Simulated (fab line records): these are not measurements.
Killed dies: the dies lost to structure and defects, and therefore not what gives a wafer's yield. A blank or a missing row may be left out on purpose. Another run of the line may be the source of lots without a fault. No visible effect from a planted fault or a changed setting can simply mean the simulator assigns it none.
Matching of chambers / flow sky130 / SKY_FIELD_ISO_ETCH_15 on rie-diel-02 has 4 sister chambers
The step etches the open film in CHF3/O2, stops on Si, target depth 180 nm, time 72 s. 8 wafers are shown with their chamber, then 9 later ones without.

## WAFERS, EACH WITH ITS CHAMBER
wafer=L082.4; chamber=0; drypump-motor-current-A (A)=5.8; chamber-pressure-mTorr (mTorr)=40.00
wafer=L084.3; chamber=0; drypump-motor-current-A (A)=5.9; chamber-pressure-mTorr (mTorr)=39.96
wafer=L084.5; chamber=1; drypump-motor-current-A (A)=6.4; chamber-pressure-mTorr (mTorr)=40.01
wafer=L084.6; chamber=2; drypump-motor-current-A (A)=6.2; chamber-pressure-mTorr (mTorr)=39.97
wafer=L086.2; chamber=2; drypump-motor-current-A (A)=6.2; chamber-pressure-mTorr (mTorr)=40.02
wafer=L087.2; chamber=3; drypump-motor-current-A (A)=6.5; chamber-pressure-mTorr (mTorr)=40.08
wafer=L087.3; chamber=1; drypump-motor-current-A (A)=6.4; chamber-pressure-mTorr (mTorr)=39.99
wafer=L087.6; chamber=3; drypump-motor-current-A (A)=6.5; chamber-pressure-mTorr (mTorr)=40.01

## WAFERS WITH NO CHAMBER GIVEN
wafer=L090.1; drypump-motor-current-A (A)=6.2; chamber-pressure-mTorr (mTorr)=40.00
wafer=L090.2; drypump-motor-current-A (A)=5.9; chamber-pressure-mTorr (mTorr)=40.00
wafer=L090.6; drypump-motor-current-A (A)=6.4; chamber-pressure-mTorr (mTorr)=39.99
wafer=L093.1; drypump-motor-current-A (A)=5.8; chamber-pressure-mTorr (mTorr)=40.03
wafer=L093.3; drypump-motor-current-A (A)=6.4; chamber-pressure-mTorr (mTorr)=39.95
wafer=L093.4; drypump-motor-current-A (A)=6.2; chamber-pressure-mTorr (mTorr)=39.98
wafer=L096.1; drypump-motor-current-A (A)=6.5; chamber-pressure-mTorr (mTorr)=40.00
wafer=L096.4; drypump-motor-current-A (A)=5.8; chamber-pressure-mTorr (mTorr)=40.03
wafer=L096.6; drypump-motor-current-A (A)=5.8; chamber-pressure-mTorr (mTorr)=39.96

## CHAMBER TAKEN BY EACH
wafer=L090.1; from the rows above=2; in truth=2
wafer=L090.2; from the rows above=0; in truth=0
wafer=L090.6; from the rows above=1; in truth=1
wafer=L093.1; from the rows above=0; in truth=0
wafer=L093.3; from the rows above=1; in truth=1
wafer=L093.4; from the rows above=2; in truth=2
wafer=L096.1; from the rows above=can't be placed: 3 or 1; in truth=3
wafer=L096.4; from the rows above=0; in truth=0
wafer=L096.6; from the rows above=0; in truth=0
Correct placement for 8 of the 9. Cannot be placed on the basis of these rows: 1; the candidates contain the true chamber in 1. Number placed wrongly: 0.
How it was worked out, from the rows above alone: a wafer's distance from a chamber is the root of the sum, over the readings, of the square of ((its reading less the chamber's mean) divided by the reading's scatter). If the next closest chamber is less than 2 further off than the closest, the wafer can't be placed; otherwise it belongs to the closest. A chamber's mean is the mean of its shown wafers. How the scatter is found: for the shown wafers, subtract from each reading the mean of its chamber, square and add these, divide the total by (wafers less chambers), then take the root.
